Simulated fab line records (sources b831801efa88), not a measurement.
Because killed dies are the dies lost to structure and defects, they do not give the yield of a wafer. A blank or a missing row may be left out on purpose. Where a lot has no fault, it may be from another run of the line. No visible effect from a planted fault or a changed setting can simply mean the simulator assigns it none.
What tool caused it?    flow gf180mcu    Sampling: 6 lots, 18 wafers, 2 of 602 route steps

## WHAT EACH GAUGE READ, for each wafer
GF_STI_CD_MEAS_12: target cd 220 nm.
lot   measured     on         cd nm (nm)
L423  day 2 13:08  cd sem-02  219.6 219.2 221.1
L428  day 3 13:41  cd sem-02  219.5 218.4 219.3
L430  day 3 23:02  cd sem-02  220.6 221.0 220.1
L432  day 4 09:28  cd sem-01  221.2 221.7 220.6
L434  day 4 19:49  cd sem-01  219.8 219.9 219.4
L439  day 5 23:49  cd sem-02  236.6 236.3 235.9

## EACH LOT AND THE TOOL THAT RAN IT (in order: tool; ch and the chambers of the sampled wafers; start)
lot   GF_STI_EXPOSE_09
L423  krf scanner-01 ch 0, day 2 07:04
L428  krf scanner-01 ch 0, day 3 06:51
L430  krf scanner-02 ch 0, day 3 16:58
L432  krf scanner-02 ch 0, day 4 02:49
L434  krf scanner-02 ch 0, day 4 13:12
L439  krf scanner-02 ch 0, day 5 16:32
- GF_STI_EXPOSE_09: exposes mask COMP, target cd 220 nm.

## THE ANSWER, worked out from the rows above alone
Rule: the lots themselves supply what counts as usual. The widest of any qualifying gaps counts: lots, ordered by their means at a reading, are off when they make up no more than a third of the lots, leave a main group of 4 or more, and stand apart from it by 3 or more times the standard deviation of that group's means. Not used: any main group whose means are identical at the precision the tables above print for the reading. A lot without any number at a reading at which 4 lots or more have one is off too. Any other lot the step has rows for is counted as sound.
Off, at GF_STI_CD_MEAS_12 on cd nm: L439. Main group: mean 220.1 nm, sd 0.72.
If a tool, at a process step before that reading, ran all the lots that are off and no sound lot after the first of them, it fits. Those tools and the gauges at GF_STI_CD_MEAS_12 are tried in the same way. This does not decide it: 2 tools fit, namely krf scanner-02 at GF_STI_EXPOSE_09 and cd sem-02 at GF_STI_CD_MEAS_12.

## WHAT WAS PUT IN BY THE SIMULATOR
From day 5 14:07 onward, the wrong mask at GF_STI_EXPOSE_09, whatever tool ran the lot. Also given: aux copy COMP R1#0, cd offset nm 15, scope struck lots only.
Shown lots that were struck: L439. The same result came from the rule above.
